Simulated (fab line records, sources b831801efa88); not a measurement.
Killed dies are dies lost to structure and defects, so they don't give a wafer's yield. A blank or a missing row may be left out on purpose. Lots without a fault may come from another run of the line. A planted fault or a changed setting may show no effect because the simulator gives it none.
A struck lot beside a sound one | flow gf180mcu | 16 steps out of a route of 602
Sound: wafers L801.1, L801.3, L801.4. Struck: wafers L798.4, L798.5. (L798.6 of the same lot was not struck and is left out.) The cause comes at the end.
At each step with rows: each side's tool, then ch and its chambers, then its first start. Under that, the readings that differ: sound wafers | struck wafers | difference of the means | sigmas: that difference in standard deviations of wafers without a fault.
alike: readings whose means differ by less than 2 such deviations, and words and numbers that are the same on both sides. not compared: withheld readings, readings that some wafer has no value for, bounds like >300 that may hide the same value, and numbers for which the record gives no deviation and whose values overlap.
The two part at a step that has a row with sigmas, a row that says differs or no value, or rows on one side only. Numbers that don't overlap but have no deviation are shown without sigmas and don't part them. A reading that every wafer of one side lacks parts them only if that side has two wafers or more.

GF_V3_BOW_MEAS_05:
  sound on film_metro-02, day 27 08:21; struck on film_metro-03, day 26 14:04
  alike: V3_BOW
then, 8 steps without rows for these wafers: GF_V3_DEHYDRATE_06 (time 60 s); GF_V3_HMDS_07 (prime time 60 s); GF_V3_COAT_08; GF_V3_COAT_09 (resist thk 1000 nm); GF_V3_SOFTBAKE_10 (time 60 s); GF_V3_EXPOSE_11 (exposes mask Via3, target cd 260 nm); GF_V3_PEB_12 (peb time 90 s); GF_V3_DEVELOP_13 (develop time 60 s).
GF_V3_CD_MEAS_14: target cd 260 nm.
  sound on cd_sem-01, day 28 04:11; struck on cd_sem-02, day 27 10:02
  alike: cd_nm
GF_V3_OVL_MEAS_15:
  sound on overlay-02, day 28 04:18; struck on overlay-01, day 27 10:07
  alike: V3_OVL
GF_V3_ETCH_16: etches BARC in N2/H2.
  sound on rie_diel-03 ch 0,1,2, day 28 04:20; struck on rie_diel-04 ch 1, day 27 10:08
  alike: bias_w, drypump_motor_current_A, oes_product_au, throttle_valve_pct
GF_V3_ETCH_17: etches SiO2 in C4F8/O2/Ar, stops on TiN, target depth 635 nm.
  sound on rie_diel-03 ch 0,1,2, day 28 04:00; struck on rie_diel-04 ch 1, day 27 10:00
  reading                                | sound             | struck     | difference | sigmas
  bias_w (W)                             | 1202 1195 1202    | 1414 1416  | +215       | +58
  model.TiN_of_M3_SPUTTER_04.thk_nm (nm) | 51.23 52.02 51.51 | 49.86 49.6 | -1.86      |
  alike: oes_product_au
GF_V3_STRIP_18: strips in O2/N2.
  sound on plasma_asher-04 ch 0,1, day 28 04:28; struck on plasma_asher-02 ch 0,1, day 27 10:17
  reading                     | sound       | struck  | difference | sigmas
  drypump_motor_current_A (A) | 5.2 5.5 5.2 | 6.2 6.2 | +0.9       | +2
  heater_power_w (W)          | 355 332 358 | 305 276 | -58        | -2
  alike: oes_product_au
  not compared: rf_hours_counter_h
GF_V3_STRIP_19: strips in post etch residue remover, time 1200 s.
  sound on wet_bench-01 ch 1, day 28 04:34; struck on wet_bench-01 ch 3, day 27 10:22
  reading                                | sound           | struck      | difference | sigmas
  model.TiN_of_M3_SPUTTER_04.thk_nm (nm) | 50.81 51.6 51.1 | 49.44 49.18 | -1.86      |
then, 1 step without rows for these wafers: GF_V3_CLEAN_20 (cleans in DIW).

WHERE THEY PART
First at GF_V3_ETCH_17; last, within this record, at GF_V3_STRIP_18.

WHY: what the simulator had put in
Process parameter drift: rie_diel-04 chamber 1, from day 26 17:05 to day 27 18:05, at GF_V3_ETCH_17. Setting bias_w, moved by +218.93, from 1200. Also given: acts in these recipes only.
